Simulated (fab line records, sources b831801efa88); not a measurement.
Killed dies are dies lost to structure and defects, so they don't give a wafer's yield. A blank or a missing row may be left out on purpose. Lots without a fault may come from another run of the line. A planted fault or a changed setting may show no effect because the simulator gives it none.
Chamber matching | flow sky130 | SKY_CAPM_CVD_00 on pecvd-02: 3 sister chambers
The step deposits SiO2, target thk 15.5 nm. 6 wafers are shown with their chamber, then 10 later ones without.

WAFERS WITH THEIR CHAMBER
wafer  | chamber | heater_power_w (W)
L080.2 | 0       | 572
L084.2 | 1       | 725
L084.3 | 2       | 689
L084.4 | 2       | 699
L089.1 | 1       | 776
L089.2 | 0       | 486

WAFERS WITHOUT THEIR CHAMBER
wafer  | heater_power_w (W)
L089.5 | 492
L092.1 | 542
L092.3 | 651
L092.4 | 546
L094.1 | 649
L094.3 | 826
L094.6 | 827
L096.2 | 677
L096.4 | 771
L096.5 | 534

WHICH CHAMBER EACH WENT THROUGH
wafer  | from the rows above          | in truth
L089.5 | 0                            | 0
L092.1 | 0                            | 0
L092.3 | can't be placed: 2 or 1 or 0 | 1
L092.4 | 0                            | 0
L094.1 | can't be placed: 2 or 1 or 0 | 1
L094.3 | can't be placed: 1 or 2      | 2
L094.6 | can't be placed: 1 or 2      | 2
L096.2 | can't be placed: 2 or 1      | 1
L096.4 | can't be placed: 1 or 2      | 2
L096.5 | 0                            | 0
Placed correctly: 4 of 10. Can't be placed from these rows: 6 (the true chamber is among the candidates in 6). Placed wrongly: 0.
How it was worked out, from the rows above alone: a wafer's distance from a chamber is the root of the sum, over the readings, of the square of ((its reading less the chamber's mean) divided by the reading's scatter). The wafer belongs to the nearest chamber; if the next one is less than 2 further off, it can't be placed. A chamber's mean is the mean of its shown wafers. The scatter: the root of (the sum of the squares of (reading less its chamber's mean) over the shown wafers, divided by (wafers less chambers)).
